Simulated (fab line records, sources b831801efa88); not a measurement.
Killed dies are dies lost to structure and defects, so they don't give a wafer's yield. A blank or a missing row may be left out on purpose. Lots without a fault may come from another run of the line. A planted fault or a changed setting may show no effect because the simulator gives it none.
Split-lot experiment | flow sky130 | 5 lots, 23 wafers read, on a route of 708 steps

THE SPLIT
At SKY_METAL1_COAT_10 (resist thk 450 nm), the setting spin_rpm was moved away from the recipe's 3000 rpm on 7 of the 23 wafers read, by -3.5% to +5.9%. The other wafers ran this setting at the recipe's value.

The reading is taken at the split's own step.

THE READING
KrF-thick_of_METAL1_COAT_10.thk_nm (the simulator's own value, which no gauge read), in nm, at SKY_METAL1_COAT_10 (resist thk 450 nm). The file gives no usual value for it. The 16 wafers here that ran the recipe average 449.8 nm, standard deviation 1.4 nm.

wafer  | tool, chamber at the split | spin_rpm as run, rpm | against the recipe | KrF-thick_of_METAL1_COAT_10.thk_nm, nm | against lot-mates on the recipe
L074.1 | litho_track-04, 0          | 3000                 | recipe             | 451.5                                  | -
L074.2 | litho_track-04, 0          | 3000                 | recipe             | 451.1                                  | -
L074.6 | litho_track-04, 0          | 3000                 | recipe             | 450.2                                  | -
L080.2 | litho_track-02, 0          | 3000                 | recipe             | 450                                    | -
L080.3 | litho_track-02, 0          | 3000                 | recipe             | 451.2                                  | -
L080.4 | litho_track-02, 0          | 3000                 | recipe             | 451.1                                  | -
L080.5 | litho_track-02, 0          | 3000                 | recipe             | 451.5                                  | -
L080.6 | litho_track-02, 0          | 3000                 | recipe             | 450.3                                  | -
L081.1 | litho_track-01, 0          | 3000                 | recipe             | 449.1                                  | -
L081.2 | litho_track-01, 0          | 3000                 | recipe             | 450.3                                  | -
L081.4 | litho_track-01, 0          | 3177                 | +5.9%              | 436.5                                  | -13.2
L081.5 | litho_track-01, 0          | 3177                 | +5.9%              | 437.3                                  | -12.4
L081.6 | litho_track-01, 0          | 3000                 | recipe             | 449.8                                  | -
L082.1 | litho_track-04, 0          | 3153                 | +5.1%              | 436.8                                  | -11.7
L082.4 | litho_track-04, 0          | 3153                 | +5.1%              | 436.8                                  | -11.7
L082.3 | litho_track-04, 0          | 3000                 | recipe             | 449                                    | -
L082.5 | litho_track-04, 0          | 3000                 | recipe             | 447.6                                  | -
L082.6 | litho_track-04, 0          | 3000                 | recipe             | 448.9                                  | -
L085.1 | litho_track-02, 0          | 2896                 | -3.5%              | 454.6                                  | +7.1
L085.2 | litho_track-02, 0          | 3000                 | recipe             | 447.9                                  | -
L085.3 | litho_track-02, 0          | 2896                 | -3.5%              | 457.1                                  | +9.6
L085.5 | litho_track-02, 0          | 2896                 | -3.5%              | 455                                    | +7.5
L085.6 | litho_track-02, 0          | 3000                 | recipe             | 447.1                                  | -

THE FIT
A straight line over all 23 wafers: KrF-thick_of_METAL1_COAT_10.thk_nm changes by -2.16 nm for each +1% of spin_rpm; r = -0.97; the points scatter about the line by 1.5 nm.
The same after taking each lot's own level away (the mean of its wafers on the recipe; 23 wafers): -2.25 nm for each +1%; r = -0.99; scatter 0.67 nm.
On that fit, the largest move of spin_rpm shifts the reading by 13 nm.
The lots' own levels span 447.50 to 450.93 nm, that is 2.5 times the standard deviation above.
So the lot-to-lot level changes the slope little: the two slopes agree.
Check: with one of the wafers moved furthest among these (+5.9%) left out of the fit, the line predicts -13.2 nm for it against its lot-mates. It came out at -13.2 nm against them.

OTHER SPLITS ON THESE WAFERS
These wafers also went through other splits before the reading. Each is held against what the fit with the lots' levels taken away leaves over:
other split on the same wafers                | wafers away from the commonest value | r with KrF-thick_of_METAL1_COAT_10.thk_nm (lot level and that fit taken away)
SKY_LI_CONTACT_EXPOSE_09 dose_mj              | 7                                    | +0.26
SKY_LI_CONTACT_SPUTTER_19 chamber_pressure_pa | 15                                   | +0.07
SKY_LOCAL_INTERCONNECT_COAT_06 resist_thk_nm  | 10                                   | -0.16
SKY_LOCAL_INTERCONNECT_ETCH_13 bias_w         | 9                                    | -0.04
SKY_CONTACT_HDPCVD_02 time_s                  | 5                                    | +0.16

THE FILE'S OWN FIT
KrF-thick_of_METAL1_COAT_10.thk_nm changes by -2.24 nm for each +1% of spin_rpm, r = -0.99.
